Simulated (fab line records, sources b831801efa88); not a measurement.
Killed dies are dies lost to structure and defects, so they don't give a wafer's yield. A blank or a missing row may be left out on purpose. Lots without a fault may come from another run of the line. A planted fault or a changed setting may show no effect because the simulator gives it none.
Problem report in the 8D (eight disciplines) form, filled by code | flow sky130 | the parts of the form that need people (team, actions taken, sign-off) are left out

1. THE PROBLEM
killed_at_M4_up at SKY_PAD_OPEN_PROBE_99 reads a mean of 49.2 on 6 wafers of 2 lots; wafers without a fault read 3.3 with a standard deviation of 1.7. That is +27 standard deviations from the usual mean.
First seen on wafer L416.2, day 47 14:25, on prober-01. The record holds 12 wafers of 4 lots with a number at this step. Rule for "out", or "out of limits": more than 4 standard deviations from the usual mean. The other wafers with a number count as sound.

2. WHAT IT IS AND WHAT IT IS NOT
question                    | is                     | is not
which readings at this step | killed_at_M4_up        | killed_at_M0_to_M3, killed_at_contacts, killed_at_front_end, killed_open, killed_short
which lots                  | L416, L417             | L423, L434
which wafers of those lots  | all that have a number | -
read on which tools         | prober-01, prober-02   | -
when                        | from day 47 14:25      | up to then (0 sound wafers); but 6 sound wafers of L423, L434 came after

3. SUSPECTS, AND WHAT RULES EACH OUT
Counting: a tool at a process step up to the reading stays a suspect if it ran every lot that is out and no sound lot after the first of them.
- hdpcvd-01 at SKY_VIA4_HDPCVD_00 (deposits SiO2, target thk 1750 nm, time 291.7 s): ruled out as a lasting fault. Sound lots L434 ran on it after its first lot that is out, L416 (day 43 20:13).
Left after counting: nothing in the record.

4. THE CAUSE (what the simulator had put in)
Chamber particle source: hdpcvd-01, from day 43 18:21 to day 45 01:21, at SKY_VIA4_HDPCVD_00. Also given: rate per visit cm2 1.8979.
Counting ruled it out, wrongly: the rule takes a fault to strike every lot that its tool runs from its start on, and this one did not.

5. THE CHAIN OF EFFECTS, in route order
Each row: a reading whose mean over the struck wafers that have a number lies more than 3 standard deviations from the usual. Only readings for which the record gives a usual standard deviation are gone through. hours: the time from each lot's start at the first step in this table that gives one to its start at this step, as a median over the lots. sigmas: the change in usual standard deviations.
hours | step                  | reading              | usual  | on struck wafers | change | sigmas
0     | SKY_PAD_OPEN_PROBE_99 | defect_limited_yield | 82.3 % | 73.7             | -8.6   | -4.8
0     | SKY_PAD_OPEN_PROBE_99 | killed_at_M4_up      | 3.3    | 49.2             | +45.9  | +27
0     | SKY_PAD_OPEN_PROBE_99 | killed_dies          | 87     | 130              | +43    | +4.7
0     | SKY_PAD_OPEN_PROBE_99 | sort_bin_3_pad_short | 0.9 %  | 3.7              | +2.8   | +7.0
0     | SKY_PAD_OPEN_PROBE_99 | sort_bin_5_function  | 10.4 % | 15.5             | +5.1   | +3.4
0     | SKY_PAD_OPEN_PROBE_99 | sort_n_pass          | 405    | 362              | -43    | -4.7
0     | SKY_PAD_OPEN_PROBE_99 | sort_yield_pct       | 82.3 % | 73.7             | -8.6   | -4.8
The process steps in it:
- SKY_PAD_OPEN_PROBE_99

6. WHAT WOULD HAVE CAUGHT IT SOONER
In this record the first reading out of limits was taken at day 47 14:25, 92 hours after the fault began at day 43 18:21.
Of the tool readings at SKY_VIA4_HDPCVD_00 for which the record gives a usual standard deviation, none was out on any struck wafer, so an alarm limit of 4 standard deviations on them would not have fired.
